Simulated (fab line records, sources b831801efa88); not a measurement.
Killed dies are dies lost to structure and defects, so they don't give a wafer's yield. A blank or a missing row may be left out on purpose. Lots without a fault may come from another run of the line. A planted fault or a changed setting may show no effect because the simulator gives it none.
Split-lot experiment | flow gf180mcu | 5 lots, 19 wafers read, on a route of 602 steps

THE SPLIT
At GF_TOP_METAL_COAT_09 (resist thk 1500 nm), the setting spin_rpm was moved away from the recipe's 3000 rpm on 6 of the 19 wafers read, by -3.9% to +5.5%. The other wafers ran this setting at the recipe's value.

FROM THE SPLIT TO THE READING: what the file shows between them, 2 steps
- GF_TOP_METAL_DEVELOP_13: develop time 60 s (also split here: develop_time_s)
- GF_TOP_METAL_CD_MEAS_14: target cd 440 nm

THE READING
NOVOLAK_of_TOP_METAL_COAT_09.thk_nm (the simulator's own value, which no gauge read), in nm, at GF_TOP_METAL_METAL_ETCH_16 (etches the open film in Cl2/BCl3, stops on SiO2, target depth 1077.5 nm, time 179.6 s). The file gives no usual value for it. The 13 wafers here that ran the recipe average 1074 nm, standard deviation 9.8 nm.

wafer  | tool, chamber at the split | spin_rpm as run, rpm | against the recipe | NOVOLAK_of_TOP_METAL_COAT_09.thk_nm, nm | against lot-mates on the recipe
L076.1 | litho_track-03, 0          | 3000                 | recipe             | 1079                                    | -
L076.4 | litho_track-03, 0          | 3000                 | recipe             | 1073                                    | -
L076.5 | litho_track-03, 0          | 3000                 | recipe             | 1081                                    | -
L077.2 | litho_track-04, 0          | 3000                 | recipe             | 1076                                    | -
L077.3 | litho_track-04, 0          | 3000                 | recipe             | 1077                                    | -
L077.5 | litho_track-04, 0          | 3000                 | recipe             | 1072                                    | -
L081.1 | litho_track-03, 0          | 2884                 | -3.9%              | 1098                                    | +44
L081.2 | litho_track-03, 0          | 2884                 | -3.9%              | 1083                                    | +28
L081.4 | litho_track-03, 0          | 2884                 | -3.9%              | 1094                                    | +40
L081.5 | litho_track-03, 0          | 3000                 | recipe             | 1058                                    | -
L081.6 | litho_track-03, 0          | 3000                 | recipe             | 1051                                    | -
L082.2 | litho_track-04, 0          | 3000                 | recipe             | 1083                                    | -
L082.5 | litho_track-04, 0          | 3000                 | recipe             | 1083                                    | -
L082.4 | litho_track-04, 0          | 3000                 | recipe             | 1087                                    | -
L083.1 | litho_track-03, 0          | 3000                 | recipe             | 1074                                    | -
L083.2 | litho_track-03, 0          | 3166                 | +5.5%              | 1020                                    | -51
L083.3 | litho_track-03, 0          | 3000                 | recipe             | 1068                                    | -
L083.4 | litho_track-03, 0          | 3166                 | +5.5%              | 1023                                    | -48
L083.6 | litho_track-03, 0          | 3166                 | +5.5%              | 1030                                    | -41

THE FIT
A straight line over all 19 wafers: NOVOLAK_of_TOP_METAL_COAT_09.thk_nm changes by -7.42 nm for each +1% of spin_rpm; r = -0.90; the points scatter about the line by 10 nm.
The same after taking each lot's own level away (the mean of its wafers on the recipe; 19 wafers): -8.85 nm for each +1%; r = -0.99; scatter 4.2 nm.
On that fit, the largest move of spin_rpm shifts the reading by 49 nm.
The lots' own levels span 1054.5 to 1084.3 nm, that is 3.0 times the standard deviation above.
So the lot-to-lot level changes the slope: the two fits differ.
Check: with one of the wafers moved furthest among these (+5.5%) left out of the fit, the line predicts -47.2 nm for it against its lot-mates. It came out at -51 nm against them.

OTHER SPLITS ON THESE WAFERS
These wafers also went through other splits before the reading. Each is held against what the fit with the lots' levels taken away leaves over:
other split on the same wafers         | wafers away from the commonest value | r with NOVOLAK_of_TOP_METAL_COAT_09.thk_nm (lot level and that fit taken away)
GF_V5_CMP_04 leave_above_ref_nm        | 9                                    | -0.06
GF_V5_SOFTBAKE_10 time_s               | 9                                    | +0.32
GF_V5_SPUTTER_22 power_w               | 6                                    | +0.11
GF_TOP_METAL_SPUTTER_00 time_s         | 0                                    | -
GF_TOP_METAL_DEVELOP_13 develop_time_s | 5                                    | +0.13

THE WHOLE CHAIN: every reading that the file lists as answering this split, in the file's order
step                       | what it does                                                                          | reading                                                                              | change (the file's fit)              | r (the file's)
GF_TOP_METAL_COAT_09       | resist thk 1500 nm                                                                    | NOVOLAK_of_TOP_METAL_COAT_09.thk_nm (the simulator's own value, which no gauge read) | -7.75 nm for each +1% of the setting | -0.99
GF_TOP_METAL_METAL_ETCH_16 | etches the open film in Cl2/BCl3, stops on SiO2, target depth 1077.5 nm, time 179.6 s | NOVOLAK_of_TOP_METAL_COAT_09.thk_nm (the simulator's own value, which no gauge read) | -8.84 nm for each +1% of the setting | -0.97
GF_TOP_METAL_STRIP_17      | strips in O2/N2                                                                       | strip_time_to_endpoint_s                                                             | withheld for each +1% of the setting | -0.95

THE FILE'S OWN FIT
NOVOLAK_of_TOP_METAL_COAT_09.thk_nm changes by -8.84 nm for each +1% of spin_rpm, r = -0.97.
